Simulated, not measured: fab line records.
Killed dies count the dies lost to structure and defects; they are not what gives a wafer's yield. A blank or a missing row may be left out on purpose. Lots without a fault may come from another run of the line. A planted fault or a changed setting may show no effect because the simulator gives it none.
fab line records :: flow gf180mcu :: part 2 of 2: steps 25 to 34 of 34
record
  lots=5
  wafers=15
  last_day=33
route steps=602 shown V3@442 M4@456
lots that met no fault: taken from a fault-free run of the same line
start_h: hours from the record's first day to the start of the lot's first wafer shown :: wait_h: how many hours have passed since the lot's step before this one :: " identical to the entry in the row above :: L1.1+2: a row that stands for several wafers :: - no value, or no start given :: * or withheld: withheld :: < > ~ a bound
route shown NAME@n: NAME is a module with steps in the file, n the number in the route of the first one :: usual: mean/standard deviation of fault-free wafers :: same: alike in all rows :: chamber/n: place in a boat :: sites: per-site readings :: _std_site: standard deviation across them :: _edge_site: outer sites' mean less inner sites' :: radius_mm: how far each site lies from the wafer's centre :: mask NAME#n: copy n :: behind: the most recent tool/chamber to have shaped the wafer :: hold: reason for holding the lot/hours on hold/outcome of the hold :: device: the n, p or np transistor that did not switch :: end of line: tests of these same wafers at the route's end :: where a step has no rows: the recipe by itself :: killed: count of dies lost to structure and defects at first sort (not the wafer's yield) :: map: a wafer's dies, marking killed ones x, the rest . and places with no die _
set.NAME: the setting that was run; set.NAME@STEP: the one run at that earlier step :: model.NAME: the simulator's own value behind a step, which no gauge read
lots at selected steps of the route; one table per step, one row per wafer
services: from which hour (start_h, from the record's first day; less than 0 if before it) a tool's chamber was out of use, for how many hours, and why
## steps
# step GF_M4_SOFTBAKE_10
# recipe
  temp_c=130
  time_s=60
  resist=KrF
# usual
  exhaust_pa=45.0/0.9
  resist_line_temp_C=22.97/0.1
lot.wafer: L075.3
tool: litho_track-02
chamber: 0
start_h: 538.57
wait_h: 0.1
exhaust_pa: 45.0
resist_line_temp_C: 22.95

lot.wafer: L075.5
tool: litho_track-02
chamber: 0
start_h: 538.57
wait_h: 0.1
exhaust_pa: 45.5
resist_line_temp_C: 22.96

lot.wafer: L075.6
tool: litho_track-02
chamber: 0
start_h: 538.57
wait_h: 0.1
exhaust_pa: 44.8
resist_line_temp_C: 22.94

lot.wafer: L077.2
tool: litho_track-03
chamber: 0
start_h: 556.71
wait_h: 0.1
exhaust_pa: 43.4
resist_line_temp_C: 22.94

lot.wafer: L077.4
tool: litho_track-03
chamber: 0
start_h: 556.71
wait_h: 0.1
exhaust_pa: 44.3
resist_line_temp_C: 22.97

lot.wafer: L077.6
tool: litho_track-03
chamber: 0
start_h: 556.71
wait_h: 0.1
exhaust_pa: 44.2
resist_line_temp_C: 22.81

lot.wafer: L084.1
tool: litho_track-01
chamber: 0
start_h: 616.70
wait_h: 0.1
exhaust_pa: 47.0
resist_line_temp_C: 22.98

lot.wafer: L084.2
tool: litho_track-01
chamber: 0
start_h: 616.70
wait_h: 0.1
exhaust_pa: 44.8
resist_line_temp_C: 23.03

lot.wafer: L084.6
tool: litho_track-01
chamber: 0
start_h: 616.70
wait_h: 0.1
exhaust_pa: 46.2
resist_line_temp_C: 22.91

lot.wafer: L091.1
tool: litho_track-03
chamber: 0
start_h: 669.03
wait_h: 0.1
exhaust_pa: 44.5
resist_line_temp_C: 22.88

lot.wafer: L091.3
tool: litho_track-03
chamber: 0
start_h: 669.03
wait_h: 0.1
exhaust_pa: 45.3
resist_line_temp_C: 23.10

lot.wafer: L091.6
tool: litho_track-03
chamber: 0
start_h: 669.03
wait_h: 0.1
exhaust_pa: 46.0
resist_line_temp_C: 22.80

lot.wafer: L092.2
tool: litho_track-01
chamber: 0
start_h: 672.27
wait_h: 0.1
exhaust_pa: 44.3
resist_line_temp_C: 23.04

lot.wafer: L092.3
tool: litho_track-01
chamber: 0
start_h: 672.27
wait_h: 0.1
exhaust_pa: 45.0
resist_line_temp_C: 23.06

lot.wafer: L092.4
tool: litho_track-01
chamber: 0
start_h: 672.27
wait_h: 0.1
exhaust_pa: 45.7
resist_line_temp_C: 23.18
# step GF_M4_EXPOSE_11
# recipe
  mask_id=Metal4
  target_cd_nm=280
  na=0.68
  source_shape=conventional
  sigma_outer=0.6
  dose_mj=28
lot.wafer: L075.3+5+6
tool: krf_scanner-01
chamber: 0
start_h: -
wait_h: -
mask: Metal4#0

lot.wafer: L077.2+4+6
tool: krf_scanner-01
chamber: 0
start_h: -
wait_h: -
mask: Metal4#0

lot.wafer: L084.1+2+6
tool: krf_scanner-01
chamber: 0
start_h: -
wait_h: -
mask: Metal4#0

lot.wafer: L091.1+3+6
tool: krf_scanner-01
chamber: 0
start_h: -
wait_h: -
mask: Metal4#0

lot.wafer: L092.2+3+4
tool: krf_scanner-01
chamber: 0
start_h: -
wait_h: -
mask: Metal4#0
# step GF_M4_PEB_12
# recipe
  peb_temp_c=135
  peb_time_s=90
  resist=KrF
# usual
  exhaust_pa=44.9/0.78
  resist_line_temp_C=23.00/0.11
lot.wafer: L075.3
tool: litho_track-02
chamber: 0
start_h: -
wait_h: -
exhaust_pa: 45.7
resist_line_temp_C: 22.81

lot.wafer: L075.5
tool: litho_track-02
chamber: 0
start_h: -
wait_h: -
exhaust_pa: 44.2
resist_line_temp_C: 22.97

lot.wafer: L075.6
tool: litho_track-02
chamber: 0
start_h: -
wait_h: -
exhaust_pa: 45.2
resist_line_temp_C: 22.86

lot.wafer: L077.2
tool: litho_track-02
chamber: 0
start_h: -
wait_h: -
exhaust_pa: 45.3
resist_line_temp_C: 23.08

lot.wafer: L077.4
tool: litho_track-02
chamber: 0
start_h: -
wait_h: -
exhaust_pa: 46.4
resist_line_temp_C: 23.02

lot.wafer: L077.6
tool: litho_track-02
chamber: 0
start_h: -
wait_h: -
exhaust_pa: 44.3
resist_line_temp_C: 22.90

lot.wafer: L084.1
tool: litho_track-01
chamber: 0
start_h: -
wait_h: -
exhaust_pa: 43.9
resist_line_temp_C: 22.86

lot.wafer: L084.2
tool: litho_track-01
chamber: 0
start_h: -
wait_h: -
exhaust_pa: 44.5
resist_line_temp_C: 22.99

lot.wafer: L084.6
tool: litho_track-01
chamber: 0
start_h: -
wait_h: -
exhaust_pa: 43.6
resist_line_temp_C: 22.97

lot.wafer: L091.1
tool: litho_track-01
chamber: 0
start_h: -
wait_h: -
exhaust_pa: 45.3
resist_line_temp_C: 22.99

lot.wafer: L091.3
tool: litho_track-01
chamber: 0
start_h: -
wait_h: -
exhaust_pa: 45.7
resist_line_temp_C: 22.95

lot.wafer: L091.6
tool: litho_track-01
chamber: 0
start_h: -
wait_h: -
exhaust_pa: 45.8
resist_line_temp_C: 23.07

lot.wafer: L092.2
tool: litho_track-03
chamber: 0
start_h: -
wait_h: -
exhaust_pa: 45.4
resist_line_temp_C: 23.05

lot.wafer: L092.3
tool: litho_track-03
chamber: 0
start_h: -
wait_h: -
exhaust_pa: 43.9
resist_line_temp_C: 23.13

lot.wafer: L092.4
tool: litho_track-03
chamber: 0
start_h: -
wait_h: -
exhaust_pa: 45.3
resist_line_temp_C: 22.88
# step GF_M4_DEVELOP_13
# recipe
  develop_time_s=60
  dev_temp_c=21
# usual
  exhaust_pa=45.0/0.93
  resist_line_temp_C=22.98/0.11
lot.wafer: L075.3
tool: litho_track-02
chamber: 0
start_h: 549.77
wait_h: 0.1
exhaust_pa: 44.1
resist_line_temp_C: 23.23

lot.wafer: L075.5
tool: litho_track-02
chamber: 0
start_h: 549.77
wait_h: 0.1
exhaust_pa: 43.3
resist_line_temp_C: 23.05

lot.wafer: L075.6
tool: litho_track-02
chamber: 0
start_h: 549.77
wait_h: 0.1
exhaust_pa: 43.5
resist_line_temp_C: 22.99

lot.wafer: L077.2
tool: litho_track-02
chamber: 0
start_h: 567.95
wait_h: 0.2
exhaust_pa: 44.2
resist_line_temp_C: 23.03

lot.wafer: L077.4
tool: litho_track-02
chamber: 0
start_h: 567.95
wait_h: 0.2
exhaust_pa: 44.2
resist_line_temp_C: 22.94

lot.wafer: L077.6
tool: litho_track-02
chamber: 0
start_h: 567.95
wait_h: 0.2
exhaust_pa: 45.5
resist_line_temp_C: 23.02

lot.wafer: L084.1
tool: litho_track-01
chamber: 0
start_h: 627.20
wait_h: 0.2
exhaust_pa: 45.2
resist_line_temp_C: 23.07

lot.wafer: L084.2
tool: litho_track-01
chamber: 0
start_h: 627.20
wait_h: 0.2
exhaust_pa: 44.8
resist_line_temp_C: 23.27

lot.wafer: L084.6
tool: litho_track-01
chamber: 0
start_h: 627.20
wait_h: 0.2
exhaust_pa: 44.3
resist_line_temp_C: 23.14

lot.wafer: L091.1
tool: litho_track-01
chamber: 0
start_h: 678.60
wait_h: 0.2
exhaust_pa: 45.1
resist_line_temp_C: 23.01

lot.wafer: L091.3
tool: litho_track-01
chamber: 0
start_h: 678.60
wait_h: 0.2
exhaust_pa: 45.3
resist_line_temp_C: 22.84

lot.wafer: L091.6
tool: litho_track-01
chamber: 0
start_h: 678.60
wait_h: 0.2
exhaust_pa: 44.7
resist_line_temp_C: 22.87

lot.wafer: L092.2
tool: litho_track-03
chamber: 0
start_h: 681.26
wait_h: 0.2
exhaust_pa: 45.5
resist_line_temp_C: 22.94

lot.wafer: L092.3
tool: litho_track-03
chamber: 0
start_h: 681.26
wait_h: 0.2
exhaust_pa: 45.6
resist_line_temp_C: 23.02

lot.wafer: L092.4
tool: litho_track-03
chamber: 0
start_h: 681.26
wait_h: 0.2
exhaust_pa: 45.5
resist_line_temp_C: 22.86
# step GF_M4_CD_MEAS_14
# recipe
  target_cd_nm=280
# usual
  cd_nm=280.0/0.9
lot.wafer: L075.3
tool: cd_sem-02
chamber: -
start_h: 549.91
wait_h: 0.1
cd_nm: 280.5

lot.wafer: L075.5
tool: cd_sem-02
chamber: -
start_h: 549.91
wait_h: 0.1
cd_nm: 279.9

lot.wafer: L075.6
tool: cd_sem-02
chamber: -
start_h: 549.91
wait_h: 0.1
cd_nm: 281.2

lot.wafer: L077.2
tool: cd_sem-02
chamber: -
start_h: 568.09
wait_h: 0.1
cd_nm: 281.4

lot.wafer: L077.4
tool: cd_sem-02
chamber: -
start_h: 568.09
wait_h: 0.1
cd_nm: 280.7

lot.wafer: L077.6
tool: cd_sem-02
chamber: -
start_h: 568.09
wait_h: 0.1
cd_nm: 280.9

lot.wafer: L084.1
tool: cd_sem-01
chamber: -
start_h: 627.35
wait_h: 0.1
cd_nm: 279.8

lot.wafer: L084.2
tool: cd_sem-01
chamber: -
start_h: 627.35
wait_h: 0.1
cd_nm: 280.4

lot.wafer: L084.6
tool: cd_sem-01
chamber: -
start_h: 627.35
wait_h: 0.1
cd_nm: 280.5

lot.wafer: L091.1
tool: cd_sem-01
chamber: -
start_h: 678.75
wait_h: 0.1
cd_nm: 281.4

lot.wafer: L091.3
tool: cd_sem-01
chamber: -
start_h: 678.75
wait_h: 0.1
cd_nm: 279.2

lot.wafer: L091.6
tool: cd_sem-01
chamber: -
start_h: 678.75
wait_h: 0.1
cd_nm: 280.5

lot.wafer: L092.2
tool: cd_sem-01
chamber: -
start_h: 681.40
wait_h: 0.1
cd_nm: 279.7

lot.wafer: L092.3
tool: cd_sem-01
chamber: -
start_h: 681.40
wait_h: 0.1
cd_nm: 280.0

lot.wafer: L092.4
tool: cd_sem-01
chamber: -
start_h: 681.40
wait_h: 0.1
cd_nm: 280.1
# step GF_M4_OVL_MEAS_15
# usual
  M4_OVL=-2/5
lot.wafer: L075.3
tool: overlay-02
chamber: -
start_h: 550.01
wait_h: 0.1
M4_OVL[nm]: -3

lot.wafer: L075.5
tool: overlay-02
chamber: -
start_h: 550.01
wait_h: 0.1
M4_OVL[nm]: -7

lot.wafer: L075.6
tool: overlay-02
chamber: -
start_h: 550.01
wait_h: 0.1
M4_OVL[nm]: -14

lot.wafer: L077.2
tool: overlay-02
chamber: -
start_h: 568.20
wait_h: 0.1
M4_OVL[nm]: 2

lot.wafer: L077.4
tool: overlay-02
chamber: -
start_h: 568.20
wait_h: 0.1
M4_OVL[nm]: -4

lot.wafer: L077.6
tool: overlay-02
chamber: -
start_h: 568.20
wait_h: 0.1
M4_OVL[nm]: -2

lot.wafer: L084.1
tool: overlay-01
chamber: -
start_h: 627.47
wait_h: 0.1
M4_OVL[nm]: -10

lot.wafer: L084.2
tool: overlay-01
chamber: -
start_h: 627.47
wait_h: 0.1
M4_OVL[nm]: -3

lot.wafer: L084.6
tool: overlay-01
chamber: -
start_h: 627.47
wait_h: 0.1
M4_OVL[nm]: 1

lot.wafer: L091.1
tool: overlay-02
chamber: -
start_h: 678.87
wait_h: 0.1
M4_OVL[nm]: -8

lot.wafer: L091.3
tool: overlay-02
chamber: -
start_h: 678.87
wait_h: 0.1
M4_OVL[nm]: 0

lot.wafer: L091.6
tool: overlay-02
chamber: -
start_h: 678.87
wait_h: 0.1
M4_OVL[nm]: -6

lot.wafer: L092.2
tool: overlay-02
chamber: -
start_h: 681.51
wait_h: 0.1
M4_OVL[nm]: 2

lot.wafer: L092.3
tool: overlay-02
chamber: -
start_h: 681.51
wait_h: 0.1
M4_OVL[nm]: 0

lot.wafer: L092.4
tool: overlay-02
chamber: -
start_h: 681.51
wait_h: 0.1
M4_OVL[nm]: 4
# step GF_M4_METAL_ETCH_16
# recipe
  chemistry=Cl2/BCl3
  mask_material=KrF
  target_depth_nm=627.5
  stop_on=SiO2
  pressure_mtorr=8
  icp_w=800
  bias_w=140
  Cl2_flow_sccm=80
  bcl3_flow_sccm=40
  time_s=104.6
# usual
  drypump_motor_current_A=5.7/0.49
  oes_product_au=0.973/0.006
  throttle_valve_pct=28.250/0.01
lot.wafer: L075.3
tool: rie_metal-04
chamber: 1
start_h: 550.07
wait_h: 0.1
drypump_motor_current_A: 6.3
oes_product_au: 0.974
rf_hours_counter_h: -
throttle_valve_pct: 28.233

lot.wafer: L075.5
tool: rie_metal-04
chamber: 1
start_h: 550.07
wait_h: 0.1
drypump_motor_current_A: 6.3
oes_product_au: 0.976
rf_hours_counter_h: -
throttle_valve_pct: 28.243

lot.wafer: L075.6
tool: rie_metal-04
chamber: 0
start_h: 550.07
wait_h: 0.1
drypump_motor_current_A: 5.0
oes_product_au: 0.961
rf_hours_counter_h: -
throttle_valve_pct: 28.246

lot.wafer: L077.2
tool: rie_metal-02
chamber: 0
start_h: 568.23
wait_h: 0.0
drypump_motor_current_A: 5.4
oes_product_au: 0.976
rf_hours_counter_h: 2
throttle_valve_pct: 28.261

lot.wafer: L077.4
tool: rie_metal-02
chamber: 0
start_h: 568.23
wait_h: 0.0
drypump_motor_current_A: 5.3
oes_product_au: 0.972
rf_hours_counter_h: -
throttle_valve_pct: 28.253

lot.wafer: L077.6
tool: rie_metal-02
chamber: 1
start_h: 568.23
wait_h: 0.0
drypump_motor_current_A: 6.0
oes_product_au: 0.977
rf_hours_counter_h: -
throttle_valve_pct: 28.246

lot.wafer: L084.1
tool: rie_metal-04
chamber: 0
start_h: 627.50
wait_h: 0.0
drypump_motor_current_A: 5.0
oes_product_au: 0.982
rf_hours_counter_h: 10
throttle_valve_pct: 28.249

lot.wafer: L084.2
tool: rie_metal-04
chamber: 1
start_h: 627.50
wait_h: 0.0
drypump_motor_current_A: 6.3
oes_product_au: 0.981
rf_hours_counter_h: 11
throttle_valve_pct: 28.239

lot.wafer: L084.6
tool: rie_metal-04
chamber: 0
start_h: 627.50
wait_h: 0.0
drypump_motor_current_A: 4.9
oes_product_au: 0.979
rf_hours_counter_h: -
throttle_valve_pct: 28.249

lot.wafer: L091.1
tool: rie_metal-02
chamber: 1
start_h: 678.90
wait_h: 0.0
drypump_motor_current_A: 6.0
oes_product_au: 0.964
rf_hours_counter_h: 10
throttle_valve_pct: 28.268

lot.wafer: L091.3
tool: rie_metal-02
chamber: 0
start_h: 678.90
wait_h: 0.0
drypump_motor_current_A: 5.4
oes_product_au: 0.964
rf_hours_counter_h: -
throttle_valve_pct: 28.250

lot.wafer: L091.6
tool: rie_metal-02
chamber: 0
start_h: 678.90
wait_h: 0.0
drypump_motor_current_A: 5.4
oes_product_au: 0.963
rf_hours_counter_h: -
throttle_valve_pct: 28.261

lot.wafer: L092.2
tool: rie_metal-01
chamber: 0
start_h: 681.58
wait_h: 0.1
drypump_motor_current_A: 6.2
oes_product_au: 0.973
rf_hours_counter_h: -
throttle_valve_pct: 28.255

lot.wafer: L092.3
tool: rie_metal-01
chamber: 0
start_h: 681.58
wait_h: 0.1
drypump_motor_current_A: 6.2
oes_product_au: 0.961
rf_hours_counter_h: -
throttle_valve_pct: 28.227

lot.wafer: L092.4
tool: rie_metal-01
chamber: 0
start_h: 681.58
wait_h: 0.1
drypump_motor_current_A: 6.2
oes_product_au: 0.965
rf_hours_counter_h: -
throttle_valve_pct: 28.265
# step GF_M4_STRIP_17
# recipe
  chemistry=O2/N2
  power_w=1400
  pressure_mtorr=1500
  platen_temp_c=250
  o2_flow_sccm=3000
  n2_flow_sccm=300
  overash_fraction=0.5
# usual
  drypump_motor_current_A=6.4/0.3
  heater_power_w=321/22
  oes_product_au=0.557/0.0046
  platen_temp_c=250.00/0.18
  strip_time_to_endpoint_s=7.87/0.039
# same
  overash_fraction=0.5
lot.wafer: L075.3
tool: plasma_asher-03
chamber: 0
start_h: 550.18
wait_h: 0.1
drypump_motor_current_A: 5.9
heater_power_w: 353
oes_product_au: 0.559
platen_temp_c: 250.20
rf_hours_counter_h: -
strip_time_to_endpoint_s: 7.84

lot.wafer: L075.5
tool: plasma_asher-03
chamber: 1
start_h: 550.18
wait_h: 0.1
drypump_motor_current_A: 6.2
heater_power_w: 321
oes_product_au: 0.560
platen_temp_c: 249.97
rf_hours_counter_h: -
strip_time_to_endpoint_s: 7.84

lot.wafer: L075.6
tool: plasma_asher-03
chamber: 0
start_h: 550.18
wait_h: 0.1
drypump_motor_current_A: 6.0
heater_power_w: 346
oes_product_au: 0.544
platen_temp_c: 250.07
rf_hours_counter_h: -
strip_time_to_endpoint_s: 7.85

lot.wafer: L077.2
tool: plasma_asher-02
chamber: 1
start_h: 568.34
wait_h: 0.1
drypump_motor_current_A: 6.1
heater_power_w: 319
oes_product_au: 0.556
platen_temp_c: 249.90
rf_hours_counter_h: 78
strip_time_to_endpoint_s: 7.91

lot.wafer: L077.4
tool: plasma_asher-02
chamber: 0
start_h: 568.34
wait_h: 0.1
drypump_motor_current_A: 6.2
heater_power_w: 370
oes_product_au: 0.560
platen_temp_c: 249.96
rf_hours_counter_h: -
strip_time_to_endpoint_s: 7.88

lot.wafer: L077.6
tool: plasma_asher-02
chamber: 1
start_h: 568.34
wait_h: 0.1
drypump_motor_current_A: 6.1
heater_power_w: 317
oes_product_au: 0.554
platen_temp_c: 249.91
rf_hours_counter_h: -
strip_time_to_endpoint_s: 7.93

lot.wafer: L084.1
tool: plasma_asher-01
chamber: 1
start_h: 627.62
wait_h: 0.1
drypump_motor_current_A: 6.5
heater_power_w: 296
oes_product_au: 0.563
platen_temp_c: 250.18
rf_hours_counter_h: 51
strip_time_to_endpoint_s: 7.85

lot.wafer: L084.2
tool: plasma_asher-01
chamber: 0
start_h: 627.62
wait_h: 0.1
drypump_motor_current_A: 6.8
heater_power_w: 310
oes_product_au: 0.554
platen_temp_c: 250.37
rf_hours_counter_h: 51
strip_time_to_endpoint_s: 7.88

lot.wafer: L084.6
tool: plasma_asher-01
chamber: 0
start_h: 627.62
wait_h: 0.1
drypump_motor_current_A: 6.7
heater_power_w: 303
oes_product_au: 0.553
platen_temp_c: 250.06
rf_hours_counter_h: -
strip_time_to_endpoint_s: 7.81

lot.wafer: L091.1
tool: plasma_asher-03
chamber: 0
start_h: 679.02
wait_h: 0.1
drypump_motor_current_A: 6.0
heater_power_w: 352
oes_product_au: 0.547
platen_temp_c: 249.79
rf_hours_counter_h: 109
strip_time_to_endpoint_s: 7.84

lot.wafer: L091.3
tool: plasma_asher-03
chamber: 1
start_h: 679.02
wait_h: 0.1
drypump_motor_current_A: 6.1
heater_power_w: 327
oes_product_au: 0.553
platen_temp_c: 249.99
rf_hours_counter_h: -
strip_time_to_endpoint_s: 7.84

lot.wafer: L091.6
tool: plasma_asher-03
chamber: 0
start_h: 679.02
wait_h: 0.1
drypump_motor_current_A: 6.0
heater_power_w: 346
oes_product_au: 0.552
platen_temp_c: 250.03
rf_hours_counter_h: -
strip_time_to_endpoint_s: 7.80

lot.wafer: L092.2
tool: plasma_asher-01
chamber: 0
start_h: 681.76
wait_h: 0.1
drypump_motor_current_A: 6.7
heater_power_w: 318
oes_product_au: 0.559
platen_temp_c: 249.88
rf_hours_counter_h: 58
strip_time_to_endpoint_s: 7.87

lot.wafer: L092.3
tool: plasma_asher-01
chamber: 1
start_h: 681.76
wait_h: 0.1
drypump_motor_current_A: 6.6
heater_power_w: 294
oes_product_au: 0.558
platen_temp_c: 250.15
rf_hours_counter_h: -
strip_time_to_endpoint_s: 7.89

lot.wafer: L092.4
tool: plasma_asher-01
chamber: 0
start_h: 681.76
wait_h: 0.1
drypump_motor_current_A: 6.7
heater_power_w: 311
oes_product_au: 0.552
platen_temp_c: 250.19
rf_hours_counter_h: -
strip_time_to_endpoint_s: 7.87
# step GF_M4_STRIP_18
# recipe
  chemistry=post_etch_residue_remover
  time_s=1200
  temp_c=72.5
lot.wafer: L075.3+5+6
tool: wet_bench-04
chamber: 2
start_h: 550.24
wait_h: 0.0

lot.wafer: L077.2+4+6
tool: wet_bench-04
chamber: 1
start_h: 568.44
wait_h: 0.1

lot.wafer: L084.1+2+6
tool: wet_bench-04
chamber: 1
start_h: 627.72
wait_h: 0.1

lot.wafer: L091.1+3+6
tool: wet_bench-04
chamber: 2
start_h: 679.12
wait_h: 0.1

lot.wafer: L092.2+3+4
tool: wet_bench-03
chamber: 2
start_h: 681.86
wait_h: 0.1
# step GF_M4_CLEAN_19
# recipe
  chemistry=DIW
  dry=n2_spin
lot.wafer: L075.3+5+6
tool: wet_bench-03
chamber: 1
start_h: 550.58
wait_h: 0.0

lot.wafer: L077.2+4+6
tool: wet_bench-03
chamber: 0
start_h: 568.78
wait_h: 0.0

lot.wafer: L084.1+2+6
tool: wet_bench-03
chamber: 1
start_h: 628.09
wait_h: 0.0

lot.wafer: L091.1+3+6
tool: wet_bench-01
chamber: 3
start_h: 679.80
wait_h: 0.0

lot.wafer: L092.2+3+4
tool: wet_bench-04
chamber: 0
start_h: 682.21
wait_h: 0.0
## services
tool: plasma_asher-03
chamber: -
start_h: 501.55
hours: 1.1
kind: repair

tool: rie_diel-03
chamber: 2
start_h: 511.02
hours: 2.8
kind: repair

tool: cmp-02
chamber: -
start_h: 513.11
hours: 0.2
kind: repair

tool: rie_diel-03
chamber: 2
start_h: 517.35
hours: 3.7
kind: repair

tool: cvd_w-01
chamber: 1
start_h: 519.78
hours: 3.8
kind: repair

tool: pvd_sputter-04
chamber: -
start_h: 529.06
hours: 0.5
kind: repair

tool: cmp-02
chamber: -
start_h: 538.80
hours: 5.5
kind: pm

tool: krf_scanner-01
chamber: -
start_h: 548.32
hours: 0.8
kind: pm

tool: cmp-02
chamber: -
start_h: 558.78
hours: 2.4
kind: repair

tool: pvd_sputter-02
chamber: -
start_h: 570.33
hours: 1.1
kind: repair

tool: krf_scanner-01
chamber: -
start_h: 576.15
hours: 1.3
kind: pm

tool: pvd_sputter-02
chamber: -
start_h: 587.07
hours: 2.3
kind: repair

tool: wet_bench-04
chamber: -
start_h: 588.29
hours: 1.9
kind: pm

tool: wet_bench-03
chamber: -
start_h: 593.96
hours: 2.0
kind: repair

tool: rie_diel-03
chamber: 2
start_h: 606.68
hours: 36.2
kind: repair

tool: rie_diel-03
chamber: 3
start_h: 607.70
hours: 5.0
kind: repair

tool: cmp-02
chamber: -
start_h: 612.09
hours: 0.8
kind: repair

tool: rie_diel-03
chamber: 1
start_h: 612.37
hours: 4.0
kind: repair

tool: krf_scanner-01
chamber: -
start_h: 623.48
hours: 1.0
kind: pm

tool: cmp-02
chamber: -
start_h: 639.63
hours: 5.3
kind: pm

tool: pvd_sputter-03
chamber: -
start_h: 658.35
hours: 2.7
kind: repair

tool: cmp-02
chamber: -
start_h: 665.47
hours: 0.9
kind: repair

tool: plasma_asher-01
chamber: -
start_h: 677.47
hours: 2.8
kind: pm

tool: krf_scanner-01
chamber: -
start_h: 679.62
hours: 2.1
kind: repair
